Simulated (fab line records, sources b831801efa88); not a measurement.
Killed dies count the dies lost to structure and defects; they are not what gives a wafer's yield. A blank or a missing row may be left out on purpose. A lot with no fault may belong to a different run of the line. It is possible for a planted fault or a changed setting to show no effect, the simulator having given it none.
fab line records	flow gf180mcu
[record] lots = 5	wafers = 15	last-day = 34
route steps=602 shown STI@1
lots that met no fault: from a run of the same line without faults
start-h: the number of hours between the record's first day and the start of the first shown wafer of the lot	wait-h: hours elapsed since this lot's preceding step	" as in the row above	L1.1+2: a row that stands for several wafers	- no value, or no start given	* or withheld: withheld	< > ~ a bound
route shown NAME@n: NAME is a module with steps in the file, n the number in the route of the first one	usual: average and standard deviation across the fault-free wafers	same: alike in all rows	chamber/n: place in a boat	sites: readings site by site	_std_site: standard deviation across them	_edge_site: inner sites' mean taken away from outer sites' mean	radius-mm: for every site, how far away it sits from the centre of the wafer	mask NAME#n: copy n	behind: the tool/chamber that last shaped the wafer	hold: what put the lot on hold/how long, in hours/how the hold closed	device: transistor that didn't switch, given as n, p or np	end of line: at the end of the route, the tests of the same wafers	step lacking rows: just its recipe	killed: at the first sort, the dies lost to defects and structure; wafer yield is something else	map: the dies of a wafer, with x for killed, . for not killed, _ for no die there
set.NAME: the setting that was run; set.NAME@STEP: the one run at that earlier step	model.NAME: the simulator's own value behind a step, which no gauge read
certain route steps with their lots: each step a table, each wafer a row
services: the hour from which a tool's chamber was out of use, counted from the record's first day as start-h (under 0 if before that day), plus the number of hours and why
[[steps]]
[step GF_STI_BOW_MEAS_00]
[recipe] mode = bow
[usual] INCOMING_BOW = 0/6.5
lot.wafer	tool	chamber	start-h	wait-h	INCOMING_BOW[um]
L081.1	film-metro-04	-	45.00	-	4
L081.2	"	-	"	"	-3
L081.6	"	-	"	"	3
L086.1	film-metro-03	-	70.00	-	3
L086.2	"	-	"	"	-17
L086.6	"	-	"	"	7
L093.3	film-metro-03	-	105.04	-	8
L093.5	"	-	"	"	3
L093.6	"	-	"	"	-1
L094.2	film-metro-03	-	110.02	-	-12
L094.3	"	-	"	"	5
L094.4	"	-	"	"	7
L096.1	film-metro-03	-	120.02	-	-5
L096.5	"	-	"	"	2
L096.6	"	-	"	"	-3
[step GF_STI_OXIDATION_01]
[recipe] temp-c = 900	ambient = O2	stabilise-s = 600	purge-s = 300	target-thk-a = 100	ox-time-s = 1418
[usual] spike-tc-upper-C = 900.2/1.1	zone-power-lower-pct = 17.07/0.29
lot.wafer	tool	chamber	start-h	wait-h	spike-tc-upper-C	zone-power-lower-pct
L081.1	furnace-02	0	46.03	1.0	898.9	17.36
L081.2	"	0	"	"	899.4	17.45
L081.6	"	0	"	"	900.4	17.31
L086.1	furnace-02	0	70.12	0.1	900.2	17.27
L086.2	"	0	"	"	899.7	17.19
L086.6	"	0	"	"	900.7	16.96
L093.3	furnace-02	0	105.22	0.2	900.5	17.59
L093.5	"	0	"	"	899.5	17.21
L093.6	"	0	"	"	898.9	17.19
L094.2	furnace-01	0	110.54	0.5	901.1	17.05
L094.3	"	0	"	"	900.6	16.73
L094.4	"	0	"	"	899.6	17.30
L096.1	furnace-02	0	120.14	0.1	900.7	17.01
L096.5	"	0	"	"	900.4	17.37
L096.6	"	0	"	"	900.3	16.98
[step GF_STI_THK_MEAS_02]
[recipe] reads = SiO2_of_STI_OXIDATION_01
[usual] STI_OXIDATION_THK = 9.99/0.19
lot.wafer	tool	chamber	start-h	wait-h	STI_OXIDATION_THK[nm]
L081.1	film-metro-01	-	47.43	0.0	9.83
L081.2	"	-	"	"	9.96
L081.6	"	-	"	"	10.03
L086.1	film-metro-04	-	71.51	0.0	10.36
L086.2	"	-	"	"	10.16
L086.6	"	-	"	"	10.10
L093.3	film-metro-03	-	106.63	0.0	9.74
L093.5	"	-	"	"	9.75
L093.6	"	-	"	"	9.74
L094.2	film-metro-04	-	111.94	0.0	9.90
L094.3	"	-	"	"	9.93
L094.4	"	-	"	"	9.94
L096.1	film-metro-04	-	121.53	0.0	9.95
L096.5	"	-	"	"	9.70
L096.6	"	-	"	"	9.79
[step GF_STI_CVD_03]
[recipe] material = Si3N4	precursor = DCS/NH3	target-thk-nm = 207.16	temp-c = 770	time-s = 3551	pressure-mtorr = 250
[usual] spike-tc-upper-C = 769.8/1	zone-power-lower-pct = 12.56/0.18
lot.wafer	tool	chamber	start-h	wait-h	spike-tc-upper-C	zone-power-lower-pct
L081.1	lpcvd-02	1	47.66	0.2	769.4	12.80
L081.2	"	1	"	"	771.1	12.89
L081.6	"	1	"	"	769.9	12.69
L086.1	lpcvd-01	1	71.57	0.1	770.5	12.42
L086.2	"	1	"	"	768.8	12.71
L086.6	"	1	"	"	770.1	12.51
L093.3	lpcvd-02	0	106.67	0.0	767.8	12.34
L093.5	"	0	"	"	768.6	12.62
L093.6	"	0	"	"	768.5	12.45
L094.2	lpcvd-02	0	111.99	0.0	769.6	12.65
L094.3	"	0	"	"	769.0	12.52
L094.4	"	0	"	"	769.6	12.44
L096.1	lpcvd-01	0	121.59	0.1	768.2	12.61
L096.5	"	0	"	"	767.6	12.36
L096.6	"	0	"	"	769.5	12.51
[step GF_STI_THK_MEAS_04]
[recipe] reads = Si3N4_of_STI_CVD_03
[usual] STI_CVD_03_THK = 207.0/1.5
lot.wafer	tool	chamber	start-h	wait-h	STI_CVD_03_THK[nm]
L081.1	film-metro-01	-	49.64	0.0	203.6
L081.2	"	-	"	"	204.2
L081.6	"	-	"	"	206.1
L086.1	film-metro-04	-	73.56	0.0	206.5
L086.2	"	-	"	"	208.2
L086.6	"	-	"	"	207.3
L093.3	film-metro-03	-	108.68	0.0	203.7
L093.5	"	-	"	"	205.9
L093.6	"	-	"	"	205.6
L094.2	film-metro-04	-	113.99	0.0	205.7
L094.3	"	-	"	"	208.1
L094.4	"	-	"	"	205.9
L096.1	film-metro-01	-	123.58	0.0	209.2
L096.5	"	-	"	"	210.5
L096.6	"	-	"	"	209.5
[step GF_STI_DEHYDRATE_05]
[recipe] temp-c = 200	time-s = 60
lot.wafer	tool	chamber	start-h	wait-h
L081.1+2+6	litho-track-02	0	55.54	5.9
L086.1+2+6	litho-track-01	0	79.60	6.0
L093.3+5+6	litho-track-02	0	114.99	6.3
L094.2+3+4	litho-track-02	0	120.81	6.8
L096.1+5+6	litho-track-04	0	130.21	6.6
[step GF_STI_HMDS_06]
[recipe] prime-time-s = 60	prime-temp-c = 120
[same] prime-time-s = 60
lot.wafer	tool	chamber	start-h	wait-h
L081.1+2+6	litho-track-02	0	55.69	0.1
L086.1+2+6	litho-track-01	0	79.75	0.1
L093.3+5+6	litho-track-02	0	115.14	0.1
L094.2+3+4	litho-track-02	0	120.96	0.1
L096.1+5+6	litho-track-04	0	130.36	0.1
[step GF_STI_COAT_07]
[recipe] resist = KrF	spin-rpm = withheld	resist-thk-nm = 700
lot.wafer	tool	chamber	start-h	wait-h
L081.1+2+6	litho-track-02	0	55.84	0.1
L086.1+2+6	litho-track-01	0	79.90	0.1
L093.3+5+6	litho-track-02	0	115.29	0.1
L094.2+3+4	litho-track-02	0	121.11	0.1
L096.1+5+6	litho-track-04	0	130.51	0.1
[step GF_STI_SOFTBAKE_08]
[recipe] temp-c = 130	time-s = 60	resist = KrF
lot.wafer	tool	chamber	start-h	wait-h
L081.1+2+6	litho-track-02	0	55.99	0.1
L086.1+2+6	litho-track-01	0	80.05	0.1
L093.3+5+6	litho-track-02	0	115.44	0.1
L094.2+3+4	litho-track-02	0	121.26	0.1
L096.1+5+6	litho-track-04	0	130.66	0.1
[step GF_STI_EXPOSE_09]
[recipe] mask-id = COMP	target-cd-nm = 220	na = 0.68	source-shape = conventional	sigma-outer = 0.6	dose-mj = 28
[usual] focus-offset-nm = 0.1/0.5
lot.wafer	tool	chamber	start-h	wait-h	mask	focus-offset-nm
L081.1	krf-scanner-02	0	-	-	COMP#0	-0.4
L081.2	"	0	"	"	COMP#0	-0.3
L081.6	"	0	"	"	COMP#0	-0.5
L086.1	krf-scanner-01	0	-	-	COMP#0	0.3
L086.2	"	0	"	"	COMP#0	0.1
L086.6	"	0	"	"	COMP#0	0.3
L093.3	krf-scanner-01	0	-	-	COMP#0	-1.0
L093.5	"	0	"	"	COMP#0	0.0
L093.6	"	0	"	"	COMP#0	-0.3
L094.2	krf-scanner-02	0	-	-	COMP#0	-0.5
L094.3	"	0	"	"	COMP#0	0.4
L094.4	"	0	"	"	COMP#0	0.6
L096.1	krf-scanner-02	0	-	-	COMP#0	0.5
L096.5	"	0	"	"	COMP#0	0.1
L096.6	"	0	"	"	COMP#0	1.1
[step GF_STI_PEB_10]
[recipe] peb-temp-c = 135	peb-time-s = 90	resist = KrF
lot.wafer	tool	chamber	start-h	wait-h
L081.1+2+6	litho-track-01	0	-	-
L086.1+2+6	litho-track-01	0	-	-
L093.3+5+6	litho-track-01	0	-	-
L094.2+3+4	litho-track-04	0	-	-
L096.1+5+6	litho-track-02	0	-	-
[step GF_STI_DEVELOP_11]
[recipe] develop-time-s = 60	dev-temp-c = 21
lot.wafer	tool	chamber	start-h	wait-h
L081.1+2+6	litho-track-01	0	63.05	0.2
L086.1+2+6	litho-track-01	0	86.75	0.2
L093.3+5+6	litho-track-01	0	122.45	0.1
L094.2+3+4	litho-track-04	0	128.38	0.2
L096.1+5+6	litho-track-02	0	138.54	0.2
[step GF_STI_CD_MEAS_12]
[recipe] target-cd-nm = 220
[usual] cd-nm = 219.9/1.3
lot.wafer	tool	chamber	start-h	wait-h	cd-nm
L081.1	cd-sem-01	-	63.20	0.1	223.2
L081.2	"	-	"	"	223.5
L081.6	"	-	"	"	223.2
L086.1	cd-sem-01	-	86.90	0.1	219.1
L086.2	"	-	"	"	220.3
L086.6	"	-	"	"	219.1
L093.3	cd-sem-02	-	122.59	0.1	220.1
L093.5	"	-	"	"	218.8
L093.6	"	-	"	"	221.4
L094.2	cd-sem-01	-	128.53	0.1	221.6
L094.3	"	-	"	"	223.2
L094.4	"	-	"	"	222.6
L096.1	cd-sem-02	-	138.69	0.1	219.3
L096.5	"	-	"	"	218.8
L096.6	"	-	"	"	218.9
[step GF_STI_ETCH_13]
[recipe] chemistry = CHF3/O2	stop-on = Si	over-etch-frac = 0.3	target-depth-a = 2823.1	source-w = 600	bias-w = 200	pressure-mtorr = 40	chf3-flow-sccm = 50	O2_flow_sccm = 5	time-s = 112.9
[usual] O2_flow_sccm = 5.000/0.014	bias-w = 200.0/0.6	drypump-motor-current-A = 5.6/0.62	oes-product-au = 0.832/0.0053	rf-fwd-power-W = 597.2/2.1	throttle-valve-pct = 8.812/0.0097
[same] over-etch-frac = 0.3
lot.wafer	tool	chamber	start-h	wait-h	O2_flow_sccm	bias-w	drypump-motor-current-A	oes-product-au	rf-fwd-power-W	rf-hours-counter-h	throttle-valve-pct
L081.1	rie-diel-01	2	63.32	0.1	4.975	198.7	4.9	0.825	598.9	80	8.815
L081.2	"	1	"	"	4.980	199.5	6.2	0.830	598.1	72	8.793
L081.6	"	1	"	"	4.983	198.3	6.2	0.834	596.9	-	8.812
L086.1	rie-diel-01	0	87.02	0.1	5.010	198.9	5.0	0.842	596.5	38	8.809
L086.2	"	1	"	"	5.003	199.0	6.2	0.834	599.1	73	8.822
L086.6	"	3	"	"	4.984	199.8	6.2	0.835	595.9	-	8.833
L093.3	rie-diel-01	2	122.67	0.1	5.031	200.1	4.9	0.820	600.4	81	8.811
L093.5	"	2	"	"	5.010	199.5	5.0	0.831	596.9	-	8.820
L093.6	"	3	"	"	5.010	199.4	6.2	0.827	595.9	-	8.815
L094.2	rie-diel-03	0	128.63	0.1	5.010	200.3	5.2	0.829	594.2	39	8.813
L094.3	"	3	"	"	5.012	199.7	5.7	0.833	595.8	149	8.821
L094.4	"	2	"	"	5.007	200.7	4.8	0.828	594.8	120	8.811
L096.1	rie-diel-01	3	138.81	0.1	5.002	198.9	6.2	0.838	596.7	15	8.815
L096.5	"	0	"	"	5.014	199.9	5.0	0.841	596.0	-	8.809
L096.6	"	1	"	"	4.984	199.3	6.2	0.830	598.0	-	8.817
[step GF_STI_ETCH_14]
[recipe] target = Si	chemistry = HBr/Cl2/O2	target-depth-nm = 360	icp-w = 600	bias-w = 150	pressure-mtorr = 15	HBr_flow_sccm = 150	Cl2_flow_sccm = 40	O2_flow_sccm = 6	time-s = 102.9
[usual] O2_flow_sccm = 6.003/0.019	bias-w = 150.0/0.49	drypump-motor-current-A = 5.9/0.5	oes-product-au = 0.996/0.0089	rf-fwd-power-W = 596.2/2.1	throttle-valve-pct = 25.659/0.01
lot.wafer	tool	chamber	start-h	wait-h	O2_flow_sccm	bias-w	drypump-motor-current-A	oes-product-au	rf-fwd-power-W	rf-hours-counter-h	throttle-valve-pct
L081.1	rie-si-01	3	63.40	0.0	5.994	150.5	6.0	0.994	597.7	40	25.646
L081.2	"	2	"	"	6.021	149.8	5.8	0.996	596.6	3	25.657
L081.6	"	0	"	"	5.986	149.4	5.3	0.996	597.0	-	25.649
L086.1	rie-si-02	2	87.10	0.0	5.974	149.4	5.6	1.008	590.5	54	25.648
L086.2	"	3	"	"	6.004	149.6	6.6	0.998	596.6	36	25.651
L086.6	"	0	"	"	5.990	149.5	6.5	0.988	597.4	-	25.659
L093.3	rie-si-02	1	122.75	0.0	5.994	149.8	5.4	0.992	596.1	4	25.677
L093.5	"	3	"	"	5.984	150.7	6.6	1.004	598.4	-	25.676
L093.6	"	2	"	"	6.008	149.4	5.6	0.994	594.3	-	25.671
L094.2	rie-si-02	1	128.70	0.0	6.005	150.3	5.4	0.990	595.8	4	25.649
L094.3	"	0	"	"	6.009	150.5	6.4	0.983	596.9	85	25.669
L094.4	"	2	"	"	6.011	150.6	5.6	1.003	593.8	55	25.653
L096.1	rie-si-02	2	138.89	0.0	5.963	150.0	5.6	0.993	594.1	55	25.654
L096.5	"	3	"	"	5.981	149.3	6.5	1.005	598.9	-	25.653
L096.6	"	2	"	"	5.976	150.7	5.6	0.994	593.0	-	25.666
[step GF_STI_STRIP_15]
[recipe] chemistry = O2/N2	power-w = 1400	pressure-mtorr = 1500	platen-temp-c = 250	o2-flow-sccm = 3000	n2-flow-sccm = 300	overash-fraction = 0.5
[usual] drypump-motor-current-A = 5.7/0.39	heater-power-w = 317/26	oes-product-au = 0.384/0.0044	strip-time-to-endpoint-s = 3.73/0.035
[same] overash-fraction = 0.5
lot.wafer	tool	chamber	start-h	wait-h	drypump-motor-current-A	heater-power-w	oes-product-au	rf-hours-counter-h	strip-time-to-endpoint-s
L081.1	plasma-asher-04	0	63.48	0.0	6.1	315	0.392	42	3.78
L081.2	"	1	"	"	5.1	279	0.380	42	3.76
L081.6	"	1	"	"	5.2	281	0.388	-	3.78
L086.1	plasma-asher-02	1	87.17	0.0	5.7	356	0.383	50	3.73
L086.2	"	0	"	"	6.0	329	0.395	50	3.74
L086.6	"	0	"	"	6.0	332	0.391	-	3.78
L093.3	plasma-asher-02	0	122.86	0.1	6.0	312	0.383	-	3.74
L093.5	"	0	"	"	6.0	295	0.386	-	3.71
L093.6	"	1	"	"	5.7	350	0.383	-	3.74
L094.2	plasma-asher-04	1	128.85	0.1	5.1	282	0.379	50	3.67
L094.3	"	0	"	"	6.1	314	0.382	-	3.74
L094.4	"	1	"	"	5.2	284	0.383	-	3.69
L096.1	plasma-asher-04	1	138.96	0.0	5.2	276	0.378	51	3.68
L096.5	"	1	"	"	5.1	279	0.375	-	3.71
L096.6	"	0	"	"	6.1	322	0.383	-	3.69
[step GF_STI_CLEAN_16]
[recipe] chemistry = dHF	time-s = 25	dilution = 100:1
lot.wafer	tool	chamber	start-h	wait-h
L081.1+2+6	wet-bench-02	2	63.58	0.1
L086.1+2+6	wet-bench-01	3	87.27	0.1
L093.3+5+6	wet-bench-01	0	122.96	0.1
L094.2+3+4	wet-bench-03	1	128.95	0.1
L096.1+5+6	wet-bench-02	3	139.06	0.1
[step GF_STI_WET_ETCH_17]
[recipe] chemistry = H3PO4	target-depth-nm = 45	temp-c = 160	target = Si3N4	time-s = 514
[usual] bath-guard-temp-C = 160.2/0.52	temp-c = 160.02/0.14
lot.wafer	tool	chamber	start-h	wait-h	bath-guard-temp-C	temp-c
L081.1	wet-bench-03	3	63.59	0.0	160.0	160.12
L081.2	"	3	"	"	160.0	159.98
L081.6	"	3	"	"	160.3	159.97
L086.1	wet-bench-03	0	87.29	0.0	160.0	160.20
L086.2	"	0	"	"	160.1	160.18
L086.6	"	0	"	"	160.2	159.99
L093.3	wet-bench-01	2	122.97	0.0	160.2	160.00
L093.5	"	2	"	"	160.5	160.14
L093.6	"	2	"	"	160.4	160.02
L094.2	wet-bench-01	2	128.96	0.0	160.2	159.99
L094.3	"	2	"	"	160.9	159.91
L094.4	"	2	"	"	160.3	159.93
L096.1	wet-bench-01	3	139.09	0.0	160.2	160.20
L096.5	"	3	"	"	160.6	159.71
L096.6	"	3	"	"	160.5	160.09
[step GF_STI_CLEAN_18]
[recipe] chemistry = SC1/SC2	mix = 1:4:20	temp-c = 70	time-s = 150
[usual] bath-guard-temp-C = 70.2/0.54	temp-c = 70.00/0.12
lot.wafer	tool	chamber	start-h	wait-h	bath-guard-temp-C	temp-c
L081.1	wet-bench-01	2	63.74	0.0	70.6	70.18
L081.2	"	2	"	"	70.5	69.97
L081.6	"	2	"	"	70.5	69.92
L086.1	wet-bench-01	1	87.44	0.0	69.2	69.99
L086.2	"	1	"	"	69.2	69.99
L086.6	"	1	"	"	69.0	70.07
L093.3	wet-bench-01	2	123.12	0.0	70.4	69.97
L093.5	"	2	"	"	70.4	69.88
L093.6	"	2	"	"	70.7	69.81
L094.2	wet-bench-02	2	129.11	0.0	70.3	70.09
L094.3	"	2	"	"	70.4	70.01
L094.4	"	2	"	"	70.1	70.03
L096.1	wet-bench-01	1	139.24	0.0	69.2	69.86
L096.5	"	1	"	"	69.6	69.96
L096.6	"	1	"	"	69.1	69.93
[step GF_STI_CLEAN_19]
[recipe] chemistry = dHF	time-s = 20	dilution = 100:1
lot.wafer	tool	chamber	start-h	wait-h
L081.1+2+6	wet-bench-02	2	63.80	0.0
L086.1+2+6	wet-bench-03	2	87.49	0.0
L093.3+5+6	wet-bench-01	2	123.17	0.0
L094.2+3+4	wet-bench-01	3	129.21	0.0
L096.1+5+6	wet-bench-01	2	139.29	0.0
[step GF_STI_WET_ETCH_20]
[recipe] chemistry = dHF	dilution = 100:1	target-depth-nm = 20	temp-c = 25	dry = ipa-marangoni	target = SiO2	time-s = 400
[usual] temp-c = 25.02/0.11
lot.wafer	tool	chamber	start-h	wait-h	temp-c
L081.1	wet-bench-03	2	63.81	0.0	25.07
L081.2	"	2	"	"	25.20
L081.6	"	2	"	"	24.94
L086.1	wet-bench-01	0	87.50	0.0	25.17
L086.2	"	0	"	"	25.03
L086.6	"	0	"	"	25.01
L093.3	wet-bench-01	3	123.19	0.0	25.04
L093.5	"	3	"	"	25.00
L093.6	"	3	"	"	25.04
L094.2	wet-bench-03	1	129.23	0.0	24.92
L094.3	"	1	"	"	25.16
L094.4	"	1	"	"	24.99
L096.1	wet-bench-01	0	139.31	0.0	24.98
L096.5	"	0	"	"	24.99
L096.6	"	0	"	"	24.91
[[services]]
tool	chamber	start-h	hours	kind
krf-scanner-02	-	28.46	1.3	pm
krf-scanner-01	-	36.45	0.8	pm
rie-diel-01	-	39.35	2.4	repair
plasma-asher-02	-	55.97	4.1	repair
krf-scanner-02	-	60.87	1.0	pm
rie-si-01	2	66.26	7.8	repair
lpcvd-02	-	71.87	14.6	pm
rie-si-01	1	73.87	4.5	repair
rie-si-01	2	75.65	8.6	repair
rie-si-01	-	80.31	0.3	repair
plasma-asher-04	-	80.92	12.5	repair
furnace-02	-	82.60	4.2	pm
rie-si-01	1	83.78	3.9	repair
rie-diel-03	2	89.72	3.2	repair
krf-scanner-01	-	90.61	0.4	repair
rie-si-01	0	94.52	5.6	repair
lpcvd-01	-	106.81	0.7	repair
plasma-asher-02	-	108.75	9.0	pm
rie-si-01	-	113.12	2.8	pm
wet-bench-02	-	122.88	2.4	repair
krf-scanner-01	-	124.00	1.0	pm
lpcvd-01	-	124.31	2.8	pm
plasma-asher-04	-	126.70	1.3	repair
krf-scanner-02	-	135.80	3.6	repair
[[key]]
fault none
